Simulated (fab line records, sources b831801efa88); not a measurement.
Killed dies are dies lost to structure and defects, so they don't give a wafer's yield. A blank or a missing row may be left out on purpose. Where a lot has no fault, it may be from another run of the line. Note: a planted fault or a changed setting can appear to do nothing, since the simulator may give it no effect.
fab line records	flow sky130
[record] lots = 6	wafers = 18	last-day = 49
route steps=708 shown FIELD_ISO@1 PAD_OPEN@708
lots with no fault: from the same line, run without faults
start-h: start of the lot's first displayed wafer, in hours after the record's first day	wait-h: hours since the lot's step before	" same as the row above	L1.1+2: one row covering several wafers at once	- either no value or no given start	* or withheld: withheld	< > ~ a bound
route shown NAME@n: a module of which the file shows steps, and the number in the route of the first	usual: the fault-free wafers' mean and standard deviation	same: alike in all rows	chamber/n: place in a boat	sites: readings site by site	_std_site: how widely they spread, as a standard deviation	_edge_site: the outer-site mean with the inner-site mean subtracted	radius-mm: for every site, how far away it sits from the centre of the wafer	mask NAME#n: copy n	behind: the tool/chamber that last shaped the wafer	hold: the reason the lot was held/the length of the hold in hours/how it ended	device: whichever transistor did not switch (one of n, p or np)	end of line: the route-end tests of the same wafers	where a step has no rows: the recipe by itself	killed: dies lost to structure and defects at the first sort, not the wafer's yield	map: dies across one wafer; x = killed, . = not, _ = none there
set.NAME: the setting as run; set.NAME@STEP: as run at that earlier step	model.NAME: the simulator's own value behind a step, which no gauge read
a table for each step, a row for each wafer; lots at some steps of the route
services: a tool's chamber out of use, with start hour (start-h, from the record's first day; less than 0 if before it), hours out, and reason
[[steps]]
[step SKY_FIELD_ISO_BOW_MEAS_00]
[recipe] mode = bow
[usual] INCOMING_BOW = 0/6.4
lot.wafer	tool	chamber	start-h	wait-h	INCOMING_BOW[um]
L633.2	film-metro-04	-	20.02	-	5
L633.5	"	-	"	"	7
L633.6	"	-	"	"	12
L635.1	film-metro-03	-	30.00	-	1
L635.4	"	-	"	"	1
L635.6	"	-	"	"	3
L637.2	film-metro-01	-	40.02	-	-4
L637.3	"	-	"	"	-14
L637.6	"	-	"	"	-8
L642.2	film-metro-04	-	65.02	-	-9
L642.3	"	-	"	"	8
L642.4	"	-	"	"	-4
L647.1	film-metro-01	-	90.00	-	10
L647.2	"	-	"	"	2
L647.5	"	-	"	"	-5
L650.3	film-metro-03	-	105.04	-	17
L650.4	"	-	"	"	2
L650.5	"	-	"	"	9
[step SKY_FIELD_ISO_OXIDATION_01]
[recipe] temp-c = 900	ambient = O2	stabilise-s = 600	purge-s = 300	target-thk-a = 120	ox-time-s = 1843
lot.wafer	tool	chamber	start-h	wait-h
L633.2+5+6	furnace-01	0	20.51	0.5
L635.1+4+6	furnace-02	0	31.94	1.9
L637.2+3+6	furnace-02	0	40.98	0.9
L642.2+3+4	furnace-02	0	66.45	1.4
L647.1+2+5	furnace-01	0	90.12	0.1
L647.1+2+5	furnace-01	0	91.80	0.2
L650.3+4+5	furnace-01	0	107.10	2.0
L650.3+4+5	furnace-01	0	110.12	1.5
[step SKY_FIELD_ISO_THK_MEAS_02]
[recipe] reads = SiO2_of_FIELD_ISO_OXIDATION_01
[usual] FIELD_ISO_OXIDATION_00_THK = 11.91/0.19
lot.wafer	tool	chamber	start-h	wait-h	FIELD_ISO_OXIDATION_00_THK[nm]
L633.2	film-metro-03	-	22.03	0.0	12.13
L633.5	"	-	"	"	12.08
L633.6	"	-	"	"	11.99
L635.1	film-metro-01	-	33.45	0.0	11.83
L635.4	"	-	"	"	11.92
L635.6	"	-	"	"	11.83
L637.2	film-metro-04	-	42.50	0.0	11.88
L637.3	"	-	"	"	11.73
L637.6	"	-	"	"	11.93
L642.2	film-metro-01	-	67.97	0.0	11.92
L642.3	"	-	"	"	11.84
L642.4	"	-	"	"	12.03
L647.1	film-metro-01	-	93.31	0.0	19.44
L647.2	"	-	"	"	19.60
L647.5	"	-	"	"	19.57
L650.3	film-metro-01	-	111.65	0.0	19.18
L650.4	"	-	"	"	18.99
L650.5	"	-	"	"	19.01
[step SKY_FIELD_ISO_CVD_03]
[recipe] material = Si3N4	precursor = DCS/NH3	target-thk-nm = 165	temp-c = 770	time-s = 2830	pressure-mtorr = 250
[step SKY_FIELD_ISO_THK_MEAS_04]
[recipe] reads = Si3N4_of_FIELD_ISO_CVD_03
[usual] FIELD_ISO_CVD_03_THK = 165.4/1.4
lot.wafer	tool	chamber	start-h	wait-h	FIELD_ISO_CVD_03_THK[nm]
L633.2	film-metro-03	-	27.90	0.0	165.9
L633.5	"	-	"	"	165.6
L633.6	"	-	"	"	166.8
L635.1	film-metro-03	-	41.71	0.0	165.5
L635.4	"	-	"	"	166.5
L635.6	"	-	"	"	165.3
L637.2	film-metro-01	-	46.07	0.0	167.9
L637.3	"	-	"	"	167.1
L637.6	"	-	"	"	165.9
L642.2	film-metro-04	-	69.82	0.0	162.3
L642.3	"	-	"	"	162.5
L642.4	"	-	"	"	163.3
L647.1	film-metro-04	-	95.16	0.0	164.2
L647.2	"	-	"	"	164.3
L647.5	"	-	"	"	162.6
L650.3	film-metro-03	-	114.54	0.0	164.5
L650.4	"	-	"	"	165.9
L650.5	"	-	"	"	166.0
[step SKY_FIELD_ISO_DEHYDRATE_05]
[recipe] temp-c = 200	time-s = 60
[step SKY_FIELD_ISO_HMDS_06]
[recipe] prime-time-s = 60	prime-temp-c = 120
[step SKY_FIELD_ISO_COAT_07]
[recipe] resist = BARC	temp-c = withheld	time-s = withheld	spin-rpm = 3000	resist-thk-nm = 60
[step SKY_FIELD_ISO_COAT_08]
[recipe] resist = KrF-thick	spin-rpm = 3000	resist-thk-nm = 450
[step SKY_FIELD_ISO_SOFTBAKE_09]
[recipe] temp-c = 100	time-s = 90	resist = KrF-thick
[step SKY_FIELD_ISO_EXPOSE_10]
[recipe] mask-id = FOM	na = 0.68	source-shape = annular	sigma-inner = 0.4	sigma-outer = 0.8	target-cd-nm = 150	dose-mj = 27.59
[step SKY_FIELD_ISO_PEB_11]
[recipe] peb-temp-c = withheld	peb-time-s = withheld	resist = KrF-thick
[step SKY_FIELD_ISO_DEVELOP_12]
[recipe] develop-time-s = 60	resist = KrF-thick	dev-temp-c = 21
[step SKY_FIELD_ISO_CD_MEAS_13]
[recipe] target-cd-nm = 150
[usual] cd-nm = 150.3/1.4
lot.wafer	tool	chamber	start-h	wait-h	cd-nm
L633.2	cd-sem-02	-	39.57	-	149.3
L633.5	"	-	"	"	149.0
L633.6	"	-	"	"	149.1
L635.1	cd-sem-01	-	57.40	-	150.1
L635.4	"	-	"	"	150.2
L635.6	"	-	"	"	151.2
L637.2	cd-sem-02	-	62.18	-	149.2
L637.3	"	-	"	"	149.5
L637.6	"	-	"	"	149.3
L642.2	cd-sem-02	-	85.73	-	147.5
L642.3	"	-	"	"	148.6
L642.4	"	-	"	"	149.2
L647.1	cd-sem-01	-	112.30	-	151.8
L647.2	"	-	"	"	151.4
L647.5	"	-	"	"	150.4
L650.3	cd-sem-01	-	129.19	-	150.0
L650.4	"	-	"	"	150.3
L650.5	"	-	"	"	150.2
[step SKY_FIELD_ISO_ETCH_14]
[recipe] chemistry = N2/H2	target = BARC	ion-energy-ev = 200	source-w = 500	bias-w = 100	pressure-mtorr = 30	n2-flow-sccm = 100	h2-flow-sccm = 200	stop-on = SiO2	time-s = 45.9	target-depth-a = 600
[usual] drypump-motor-current-A = 5.8/0.65	oes-product-au = 0.854/0.0047	throttle-valve-pct = 13.225/0.0093
lot.wafer	tool	chamber	start-h	wait-h	drypump-motor-current-A	oes-product-au	rf-hours-counter-h	throttle-valve-pct
L633.2	rie-diel-03	3	39.67	0.1	4.8	0.851	146	13.223
L633.5	"	2	"	"	6.5	0.861	-	13.239
L633.6	"	3	"	"	4.7	0.858	-	13.235
L635.1	rie-diel-03	0	57.52	0.1	5.8	0.856	4	13.232
L635.4	"	1	"	"	5.4	0.857	23	13.236
L635.6	"	3	"	"	4.7	0.858	-	13.236
L637.2	rie-diel-03	2	62.28	0.1	6.6	0.854	132	13.240
L637.3	"	0	"	"	5.8	0.865	4	13.227
L637.6	"	2	"	"	6.6	0.854	-	13.235
L642.2	rie-diel-03	1	85.83	0.1	5.5	0.859	23	13.222
L642.3	"	0	"	"	5.8	0.852	4	13.248
L642.4	"	3	"	"	4.8	0.849	147	13.209
L647.1	rie-diel-04	0	112.42	0.1	5.5	0.855	74	13.228
L647.2	"	3	"	"	6.6	0.857	1	13.228
L647.5	"	3	"	"	6.6	0.858	-	13.214
L650.3	rie-diel-03	3	129.27	0.1	4.7	0.861	148	13.221
L650.4	"	1	"	"	5.4	0.845	24	13.223
L650.5	"	2	"	"	6.6	0.850	-	13.227
[step SKY_FIELD_ISO_ETCH_15]
[recipe] chemistry = CHF3/O2	target-depth-nm = 180	stop-on = Si	source-w = 600	bias-w = 200	pressure-mtorr = 40	chf3-flow-sccm = 50	O2_flow_sccm = 5	time-s = 72
[usual] drypump-motor-current-A = 5.8/0.65	oes-product-au = 0.948/0.0064	throttle-valve-pct = 8.845/0.009
lot.wafer	tool	chamber	start-h	wait-h	drypump-motor-current-A	oes-product-au	rf-hours-counter-h	throttle-valve-pct
L633.2	rie-diel-03	3	39.72	0.0	4.8	0.945	146	8.843
L633.5	"	2	"	"	6.5	0.953	-	8.851
L633.6	"	3	"	"	4.7	0.958	-	8.854
L635.1	rie-diel-03	0	57.57	0.0	5.8	0.950	4	8.846
L635.4	"	1	"	"	5.4	0.945	23	8.847
L635.6	"	3	"	"	4.7	0.940	-	8.848
L637.2	rie-diel-03	2	62.32	0.0	6.5	0.958	132	8.849
L637.3	"	0	"	"	5.8	0.955	4	8.845
L637.6	"	2	"	"	6.6	0.947	-	8.863
L642.2	rie-diel-03	1	85.87	0.0	5.4	0.939	23	8.838
L642.3	"	0	"	"	5.8	0.937	4	8.831
L642.4	"	3	"	"	4.7	0.940	147	8.851
L647.1	rie-diel-04	0	112.47	0.0	5.5	0.947	74	8.844
L647.2	"	3	"	"	6.6	0.941	1	8.850
L647.5	"	3	"	"	6.6	0.940	-	8.835
L650.3	rie-diel-03	3	129.32	0.0	4.8	0.946	148	8.860
L650.4	"	1	"	"	5.5	0.948	24	8.839
L650.5	"	2	"	"	6.6	0.952	-	8.825
[step SKY_FIELD_ISO_STRIP_16]
[recipe] chemistry = O2/N2	power-w = 1400	pressure-mtorr = 1500	platen-temp-c = withheld	o2-flow-sccm = 3000	n2-flow-sccm = 300	overash-fraction = 0.5
[usual] drypump-motor-current-A = 5.7/0.5	oes-product-au = 0.377/0.0047	strip-time-to-endpoint-s = 3.536/0.027
lot.wafer	tool	chamber	start-h	wait-h	drypump-motor-current-A	oes-product-au	rf-hours-counter-h	strip-time-to-endpoint-s
L633.2	plasma-asher-01	0	39.77	0.0	6.5	0.381	35	3.594
L633.5	"	0	"	"	6.5	0.379	-	3.537
L633.6	"	1	"	"	6.1	0.375	-	3.575
L635.1	plasma-asher-03	0	57.62	0.0	4.9	0.385	23	3.580
L635.4	"	1	"	"	5.9	0.379	-	3.523
L635.6	"	1	"	"	5.9	0.384	-	3.567
L637.2	plasma-asher-02	0	62.38	0.0	5.6	0.373	39	3.500
L637.3	"	1	"	"	5.3	0.373	-	3.560
L637.6	"	0	"	"	5.6	0.370	-	3.528
L642.2	plasma-asher-02	0	85.93	0.0	5.6	0.381	41	3.483
L642.3	"	1	"	"	5.4	0.369	-	3.523
L642.4	"	0	"	"	5.6	0.376	-	3.519
L647.1	plasma-asher-03	0	112.52	0.0	4.9	0.381	28	3.543
L647.2	"	1	"	"	5.9	0.376	28	3.537
L647.5	"	0	"	"	4.9	0.380	-	3.516
L650.3	plasma-asher-02	0	129.41	0.1	5.7	0.378	-	3.535
L650.4	"	1	"	"	5.3	0.379	-	3.516
L650.5	"	1	"	"	5.4	0.385	-	3.490
[step SKY_FIELD_ISO_ETCH_17]
[recipe] target-depth-a = 3420	mask-material = Si3N4	chemistry = HBr/Cl2/O2	target = Si	taper-deg = 5	icp-w = 600	bias-w = 150	pressure-mtorr = 15	HBr_flow_sccm = 150	Cl2_flow_sccm = 40	O2_flow_sccm = 6	time-s = 97.7
[usual] drypump-motor-current-A = 5.64/0.28	he-backside-leak-sccm = 2.74/0.19	oes-product-au = 0.997/0.0079	throttle-valve-pct = 25.659/0.0091
lot.wafer	tool	chamber	start-h	wait-h	drypump-motor-current-A	he-backside-leak-sccm	oes-product-au	rf-hours-counter-h	throttle-valve-pct
L633.2	rie-si-02	1	39.87	0.1	5.38	3.05	0.999	2	25.662
L633.5	"	3	"	"	5.77	2.45	0.994	-	25.657
L633.6	"	0	"	"	5.86	2.78	1.005	-	25.672
L635.1	rie-si-02	2	57.72	0.1	5.91	2.66	1.001	3	25.658
L635.4	"	3	"	"	5.76	2.45	0.995	82	25.658
L635.6	"	1	"	"	5.42	2.91	1.004	-	25.673
L637.2	rie-si-02	2	62.48	0.1	5.95	2.68	1.004	3	25.657
L637.3	"	1	"	"	5.40	3.00	1.003	2	25.665
L637.6	"	3	"	"	5.76	2.59	0.989	-	25.669
L642.2	rie-si-01	2	86.03	0.1	5.25	2.90	1.000	63	25.661
L642.3	"	1	"	"	5.77	2.83	0.994	47	25.642
L642.4	"	3	"	"	5.08	2.57	0.995	122	25.654
L647.1	rie-si-01	1	112.62	0.1	5.78	2.84	0.997	48	25.651
L647.2	"	0	"	"	5.75	2.82	0.982	79	25.667
L647.5	"	1	"	"	5.79	2.75	0.996	-	25.669
L650.3	rie-si-02	1	129.47	0.0	5.38	2.99	0.991	3	25.659
L650.4	"	3	"	"	5.74	2.51	0.994	82	25.663
L650.5	"	3	"	"	5.73	2.50	0.997	-	25.670
[step SKY_FIELD_ISO_WET_ETCH_18]
[recipe] chemistry = H3PO4	target-depth-nm = 25	temp-c = 160	target = Si3N4	time-s = 286
[step SKY_FIELD_ISO_CLEAN_19]
[recipe] chemistry = SC1/SC2	mix = 1:4:20	temp-c = 70	time-s = 150
[step SKY_FIELD_ISO_CLEAN_20]
[recipe] chemistry = dHF	time-s = 20	dilution = 100:1
[step SKY_FIELD_ISO_WET_ETCH_21]
[recipe] chemistry = dHF	dilution = 100:1	target-depth-nm = 20	dry = ipa-marangoni	target = SiO2	temp-c = 25	time-s = 400
[step SKY_FIELD_ISO_OXIDATION_22]
[recipe] temp-c = 950	ambient = O2	stabilise-s = 600	purge-s = 300	target-thk-a = 100	ox-time-s = 623
[step SKY_FIELD_ISO_THK_MEAS_23]
[recipe] reads = SiO2_of_FIELD_ISO_OXIDATION_22
[usual] FIELD_ISO_OXIDATION_01_THK = 9.99/0.21
lot.wafer	tool	chamber	start-h	wait-h	FIELD_ISO_OXIDATION_01_THK[nm]
L633.2	film-metro-04	-	43.35	0.0	9.93
L633.5	"	-	"	"	9.96
L633.6	"	-	"	"	9.92
L635.1	film-metro-01	-	61.49	0.0	9.97
L635.4	"	-	"	"	10.11
L635.6	"	-	"	"	10.09
L637.2	film-metro-01	-	66.46	0.0	9.95
L637.3	"	-	"	"	9.92
L637.6	"	-	"	"	10.01
L642.2	film-metro-03	-	87.55	0.0	9.60
L642.3	"	-	"	"	9.78
L642.4	"	-	"	"	9.65
L647.1	film-metro-04	-	114.99	0.0	9.86
L647.2	"	-	"	"	9.95
L647.5	"	-	"	"	10.15
L650.3	film-metro-01	-	131.01	0.0	10.12
L650.4	"	-	"	"	10.27
L650.5	"	-	"	"	10.05
[step SKY_FIELD_ISO_CVD_24]
[recipe] material = SiO2	target-thk-nm = 595	temp-c = 650	sigma-open-frac = 0.3	time-s = 99.2	sih4-flow-sccm = 60	pressure-mtorr = 6.138
[step SKY_FIELD_ISO_THK_MEAS_25]
[recipe] reads = SiO2_of_FIELD_ISO_CVD_24
[usual] FIELD_ISO_CVD_24_THK = 598/6.7
lot.wafer	tool	chamber	start-h	wait-h	FIELD_ISO_CVD_24_THK[nm]
L633.2	film-metro-03	-	43.48	0.0	594
L633.5	"	-	"	"	592
L633.6	"	-	"	"	583
L635.1	film-metro-03	-	61.62	0.0	619
L635.4	"	-	"	"	607
L635.6	"	-	"	"	616
L637.2	film-metro-04	-	66.59	0.0	596
L637.3	"	-	"	"	603
L637.6	"	-	"	"	597
L642.2	film-metro-03	-	87.69	0.0	603
L642.3	"	-	"	"	605
L642.4	"	-	"	"	597
L647.1	film-metro-01	-	115.12	0.0	607
L647.2	"	-	"	"	601
L647.5	"	-	"	"	605
L650.3	film-metro-04	-	131.14	0.1	608
L650.4	"	-	"	"	611
L650.5	"	-	"	"	606
[step SKY_FIELD_ISO_ANNEAL_26]
[recipe] temp-c = 1000	time-s = 1800	ambient = N2
[step SKY_FIELD_ISO_CMP_27]
[recipe] stop-on = Si3N4	t-overpolish-s = 16	down-force-psi = 4	platen-rpm = 60	target-thk-nm = 457.8	pad-velocity-m-s = 0.94248
[usual] head-pressure-psi = 3.999/0.0089	motor-current-A = 12.0/0.84	overpolish-run-s = 16.000/0.0094	retaining-ring-pressure-frac = 1.000/0.0052	time-to-endpoint-s = 113/3.1
lot.wafer	tool	chamber	start-h	wait-h	head-pressure-psi	motor-current-A	overpolish-run-s	retaining-ring-pressure-frac	time-to-endpoint-s
L633.2	cmp-02	2	46.52	0.1	4.010	11.4	16.002	1.003	114
L633.6	"	3	"	"	3.999	11.5	15.987	1.004	110
L633.5	"	0	"	"	4.004	11.8	15.998	0.997	114
L635.1	cmp-02	2	68.35	2.6	3.991	11.7	16.002	1.001	111
L635.4	"	0	"	"	3.988	11.4	16.005	1.002	114
L635.6	"	1	"	"	3.995	12.6	16.015	1.000	117
L637.3	cmp-02	1	69.51	0.1	4.000	12.9	15.985	0.998	113
L637.2	"	2	"	"	4.003	11.7	15.996	1.012	110
L637.6	"	1	"	"	3.991	13.7	15.990	0.999	113
L642.3	cmp-02	0	89.24	0.0	4.005	11.4	16.004	1.004	116
L642.2	"	1	"	"	3.986	14.4	16.014	0.997	112
L642.4	"	3	"	"	4.013	12.9	16.019	0.991	112
L647.2	cmp-01	2	117.94	0.1	3.989	11.8	16.003	0.999	111
L647.1	"	0	"	"	3.997	12.3	16.017	0.993	111
L647.5	"	1	"	"	4.008	10.9	15.994	1.001	115
L650.3	cmp-02	2	133.31	0.2	3.988	11.3	16.013	1.006	115
L650.4	"	0	"	"	3.996	11.7	16.004	1.005	121
L650.5	"	3	"	"	4.007	11.9	16.009	0.998	116
[step SKY_FIELD_ISO_WET_ETCH_28]
[recipe] chemistry = dHF	target-depth-nm = 23.7	target = SiO2	dilution = 10:1	temp-c = 25	time-s = 47
[step SKY_FIELD_ISO_WET_ETCH_29]
[recipe] chemistry = H3PO4	target-depth-nm = 160	target = Si3N4	temp-c = 160	time-s = 1825
lot.wafer	tool	chamber	start-h	wait-h	model.SiO2_of_FIELD_ISO_OXIDATION_01.thk-nm
L633.2	wet-bench-03	1	46.69	0.0	11.79
L633.5	"	1	"	"	11.78
L633.6	"	1	"	"	11.69
L635.1	wet-bench-04	2	68.62	0.0	11.53
L635.4	"	2	"	"	11.56
L635.6	"	2	"	"	11.47
L637.2	wet-bench-04	0	69.78	0.0	11.51
L637.3	"	0	"	"	11.43
L637.6	"	0	"	"	11.57
L642.2	wet-bench-03	2	89.56	0.0	11.62
L642.3	"	2	"	"	11.5
L642.4	"	2	"	"	11.72
L647.1	wet-bench-03	3	118.21	0.0	19.15
L647.2	"	3	"	"	19.29
L647.5	"	3	"	"	19.26
L650.3	wet-bench-03	0	133.63	0.0	18.9
L650.4	"	0	"	"	18.65
L650.5	"	0	"	"	18.75
[step SKY_FIELD_ISO_WET_ETCH_30]
[recipe] chemistry = dHF	target-depth-nm = 25	target = SiO2	dilution = 10:1	temp-c = 25	time-s = 50
[step SKY_PAD_OPEN_PROBE_99]
[usual] killed_at_M0_to_M3 = 44/6.8	killed_at_M4_up = 3.1/1.9	killed-at-contacts = 25/5.9	killed-at-front-end = 15/4.3	killed-at-other = 0.2/0.51	killed-dies = 87/11	killed-open = 47/7.9	killed-short = 39/6.4
[same] gross-dies = 492	killed-at-back-side = 0
lot.wafer	tool	chamber	start-h	wait-h	killed_at_M0_to_M3	killed_at_M4_up	killed-at-contacts	killed-at-front-end	killed-at-other	killed-dies	killed-open	killed-short	model.etest.pfet_16v.r-on-ohm-um	model.etest.field-n.vt-v	model.etest.sram-nfet-pass.off-log10-a-um	model.etest.diode-ndiff-fingers.leak-log10-a-cm2	model.etest.diode-pdiff-fingers.leak-log10-a-cm2	model.etest.sram-nfet-pass.vt-v	model.etest.sram-nfet-pass.vt-sat-v
L633.2	prober-01	-	1095.47	0.1	37	9	17	12	0	75	49	26	1.557e+04	35.92	-12.71	-6.502	-6.606	0.6641	0.5665
L633.5	prober-01	-	1095.62	0.2	39	6	19	8	0	72	33	39	1.54e+04	35.87	-12.8	-6.525	-6.513	0.6732	0.5789
L633.6	prober-01	-	1095.67	0.2	52	3	14	9	1	79	47	32	1.56e+04	35.88	-12.85	-6.829	-6.364	0.6808	0.5867
L635.1	prober-01	-	1117.60	0.1	49	3	31	16	0	99	51	48	1.542e+04	36.31	-12.59	-6.47	-6.511	0.6606	0.5621
L635.4	prober-01	-	1117.75	0.2	44	1	17	17	0	79	44	35	1.525e+04	36.16	-12.66	-6.81	-6.612	0.668	0.5693
L635.6	prober-01	-	1117.85	0.2	48	8	27	15	0	98	50	48	1.512e+04	36.34	-12.68	-6.79	-6.406	0.6655	0.5673
L637.2	prober-02	-	1121.99	0.1	31	5	29	15	0	80	44	36	1.52e+04	36.22	-12.86	-6.743	-6.417	0.6831	0.5879
L637.3	prober-02	-	1122.04	0.2	43	2	35	13	0	93	51	42	1.508e+04	35.9	-12.78	-6.654	-6.701	0.6811	0.585
L637.6	prober-02	-	1122.19	0.2	44	4	30	12	1	91	49	42	1.497e+04	35.6	-12.45	-6.803	-6.648	0.6365	0.541
L642.2	prober-02	-	1141.64	0.1	39	1	39	20	0	99	65	34	1.488e+04	35.43	-12.48	-6.696	-6.495	0.6521	0.5547
L642.3	prober-02	-	1141.69	0.2	38	2	23	21	0	84	52	32	1.526e+04	35.8	-12.41	-6.8	-6.611	0.6471	0.5417
L642.4	prober-02	-	1141.74	0.2	38	0	24	18	0	80	43	37	1.496e+04	35.41	-12.75	-6.854	-6.609	0.668	0.5696
L647.1	prober-01	-	1165.05	0.1	44	2	23	15	1	85	47	38	1.574e+04	36.54	-13.1	-7.092	-6.829	0.7097	0.6076
L647.2	prober-01	-	1165.10	0.1	48	3	26	9	0	86	52	34	1.549e+04	36.2	-13.27	-6.755	-6.914	0.7057	0.6019
L647.5	prober-01	-	1165.25	0.2	55	3	23	19	1	101	54	47	1.549e+04	36.25	-13.07	-6.866	-6.793	0.7006	0.5969
L650.3	prober-01	-	1186.37	0.2	32	1	24	22	0	79	39	40	1.535e+04	35.16	-13.13	-6.923	-6.885	0.6968	0.5995
L650.4	prober-01	-	1186.42	0.2	45	4	23	9	0	81	41	40	1.55e+04	35.75	-13.26	-6.843	-6.641	0.7384	0.6365
L650.5	prober-01	-	1186.47	0.2	47	4	17	10	0	78	52	26	1.555e+04	35.64	-13.26	-6.892	-6.932	0.7064	0.6012
// killed by level:class
L633.2 VIA3:geometric-particle:open=10 VIA1:geometric-particle:open=8 CONTACT:geometric-particle:open=8 VIA2:geometric-particle:open=6 POLY_GATE:geometric-particle:short=5 LI_CONTACT:geometric-particle:open=5 METAL4:geometric-particle:short=5 VIA1:geometric-particle:short=4
L633.5 CONTACT:geometric-particle:open=7 VIA1:geometric-particle:open=6 VIA1:geometric-particle:short=6 VIA2:geometric-particle:open=6 METAL1:geometric-particle:short=6 LI_CONTACT:geometric-particle:open=5 VIA3:geometric-particle:short=5 METAL4:geometric-particle:short=5
L633.6 VIA1:geometric-particle:open=13 VIA2:geometric-particle:open=11 METAL1:geometric-particle:short=9 VIA3:geometric-particle:open=6 METAL2:geometric-particle:short=5 CONTACT:geometric-particle:open=5 FIELD_ISO:geometric-particle:short=4 LI_CONTACT:geometric-particle:open=4
L635.1 METAL2:geometric-particle:short=12 CONTACT:geometric-particle:open=10 POLY_GATE:geometric-particle:open=8 VIA2:geometric-particle:open=7 LOCAL_INTERCONNECT:geometric-particle:short=6 CONTACT:geometric-particle:short=6 LI_CONTACT:geometric-particle:open=5 VIA1:geometric-particle:open=5
L635.4 VIA3:geometric-particle:open=11 VIA1:geometric-particle:open=8 VIA2:geometric-particle:open=8 CONTACT:geometric-particle:open=5 FIELD_ISO:geometric-particle:short=4 POLY_CUT:geometric-particle:short=4 LI_CONTACT:geometric-particle:open=4 METAL1:geometric-particle:short=4
L635.6 VIA2:geometric-particle:open=13 CONTACT:geometric-particle:open=10 VIA1:geometric-particle:open=9 METAL4:geometric-particle:short=8 LI_CONTACT:geometric-particle:open=6 CONTACT:geometric-particle:short=6 VIA3:geometric-particle:open=6 VIA1:geometric-particle:short=5
L637.2 LI_CONTACT:geometric-particle:open=10 CONTACT:geometric-particle:short=8 VIA3:geometric-particle:open=8 METAL2:geometric-particle:short=7 CONTACT:geometric-particle:open=6 VIA1:geometric-particle:open=5 VIA2:geometric-particle:open=5 METAL4:geometric-particle:short=5
L637.3 CONTACT:geometric-particle:open=11 VIA1:geometric-particle:open=9 CONTACT:geometric-particle:short=8 LOCAL_INTERCONNECT:geometric-particle:short=7 METAL2:geometric-particle:short=7 LI_CONTACT:geometric-particle:open=6 VIA3:geometric-particle:open=6 POLY_GATE:geometric-particle:open=5
L637.6 LI_CONTACT:geometric-particle:open=11 VIA1:geometric-particle:open=9 VIA3:geometric-particle:open=8 LOCAL_INTERCONNECT:geometric-particle:short=7 CONTACT:geometric-particle:open=7 METAL1:geometric-particle:short=6 VIA2:geometric-particle:open=6 VIA1:geometric-particle:short=4
L642.2 LI_CONTACT:geometric-particle:open=12 CONTACT:geometric-particle:open=12 VIA3:geometric-particle:open=8 VIA2:geometric-particle:open=7 FIELD_ISO:geometric-particle:open=6 POLY_GATE:geometric-particle:open=6 LI_CONTACT:geometric-particle:short=5 LOCAL_INTERCONNECT:geometric-particle:short=5
L642.3 CONTACT:geometric-particle:open=9 FIELD_ISO:geometric-particle:short=8 VIA3:geometric-particle:open=8 LI_CONTACT:geometric-particle:open=6 VIA2:geometric-particle:open=6 VIA1:geometric-particle:open=6 FIELD_ISO:geometric-particle:open=4 POLY_GATE:geometric-particle:open=4
L642.4 CONTACT:geometric-particle:open=13 LI_CONTACT:geometric-particle:open=8 VIA1:geometric-particle:open=8 FIELD_ISO:geometric-particle:short=6 METAL2:geometric-particle:short=6 VIA3:geometric-particle:open=5 VIA1:geometric-particle:short=5 POLY_GATE:geometric-particle:short=4
L647.1 VIA1:geometric-particle:open=10 CONTACT:geometric-particle:open=8 VIA3:geometric-particle:open=8 LOCAL_INTERCONNECT:geometric-particle:short=7 FIELD_ISO:geometric-particle:short=6 LI_CONTACT:geometric-particle:open=5 METAL2:geometric-particle:short=5 VIA2:geometric-particle:short=5
L647.2 VIA1:geometric-particle:open=14 LI_CONTACT:geometric-particle:open=8 VIA3:geometric-particle:open=8 VIA2:geometric-particle:open=7 LOCAL_INTERCONNECT:geometric-particle:short=6 CONTACT:geometric-particle:open=6 METAL2:geometric-particle:short=6 VIA1:geometric-particle:short=5
L647.5 VIA1:geometric-particle:open=11 CONTACT:geometric-particle:open=9 LI_CONTACT:geometric-particle:open=8 VIA1:geometric-particle:short=7 VIA2:geometric-particle:open=7 VIA3:geometric-particle:short=7 VIA3:geometric-particle:open=7 POLY_GATE:geometric-particle:short=6
L650.3 CONTACT:geometric-particle:open=10 LI_CONTACT:geometric-particle:open=6 VIA1:geometric-particle:open=6 FIELD_ISO:geometric-particle:short=5 POLY_GATE:geometric-particle:open=5 POLY_GATE:geometric-particle:short=5 METAL2:geometric-particle:short=5 VIA1:geometric-particle:short=5
L650.4 CONTACT:geometric-particle:open=12 VIA3:geometric-particle:open=7 METAL2:geometric-particle:short=6 METAL1:geometric-particle:short=6 VIA2:geometric-particle:open=6 VIA1:geometric-particle:short=6 CONTACT:geometric-particle:short=5 VIA1:geometric-particle:open=5
L650.5 VIA1:geometric-particle:open=13 CONTACT:geometric-particle:open=10 VIA2:geometric-particle:open=9 VIA3:geometric-particle:open=8 METAL2:geometric-particle:short=4 FIELD_ISO:geometric-particle:open=3 LOCAL_INTERCONNECT:geometric-particle:short=3 VIA1:geometric-particle:short=3
[[services]]
tool	chamber	start-h	hours	kind
cmp-01	-	11.56	1.1	repair
furnace-02	-	27.69	3.1	pm
rie-si-01	1	41.64	8.6	repair
cmp-01	-	42.42	1.4	repair
rie-diel-03	3	49.50	5.1	repair
plasma-asher-02	-	52.33	0.4	repair
cmp-01	-	54.20	21.8	pm
furnace-02	-	56.63	4.1	pm
cmp-02	-	64.00	4.0	pm
cmp-02	-	68.00	-	consumable-replace:conditioner
cmp-02	-	68.00	-	consumable-replace:pad
cmp-02	-	81.70	2.3	pm
cmp-01	-	89.44	0.9	repair
rie-diel-03	-	95.60	1.6	repair
cmp-02	-	99.41	4.9	repair
rie-diel-04	-	108.61	0.8	repair
plasma-asher-02	-	108.75	9.0	pm
plasma-asher-02	0	108.75	9.0	vent-cycle
plasma-asher-02	1	108.75	9.0	vent-cycle
furnace-01	-	113.13	3.1	pm
plasma-asher-02	0	117.75	-	clean
plasma-asher-02	1	117.75	-	clean
cmp-02	-	123.41	5.2	repair
cmp-01	-	133.15	0.8	repair
[[key]]
[first-sign] step = SKY_FIELD_ISO_OXIDATION_01	reading = visit	direction = added
[effect] step = SKY_FIELD_ISO_THK_MEAS_02	reading = FIELD_ISO_OXIDATION_00_THK	direction = up	sigmas = 40	usual = 11.91	struck = 19.30
[model-effect] step = SKY_FIELD_ISO_WET_ETCH_29	value = SiO2_of_FIELD_ISO_OXIDATION_01.thk-nm	without = 11.6	struck = 19
[model-effect] step = SKY_PAD_OPEN_PROBE_99	value = etest.pfet_16v.r-on-ohm-um	without = 1.527e+04	struck = 1.552e+04
met-at SKY_FIELD_ISO_OXIDATION_01
struck-wafers L647.1,L647.2,L647.5,L650.3,L650.4,L650.5
tester-left-out L647,L650
[fault] kind = repeated-step-whole	tool = furnace-01,furnace-02	chamber = -	onset-h = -	steps = SKY_FIELD_ISO_OXIDATION_01	times = 1	scope = struck-lots-only
// tester-left-out: of these lots the tester's yield and bins aren't shown, on N5 and GAA mostly nor the transistor test; their killed dies are dies lost to structure and defects alone, not to doping, threshold or leakage, so they don't give the yield
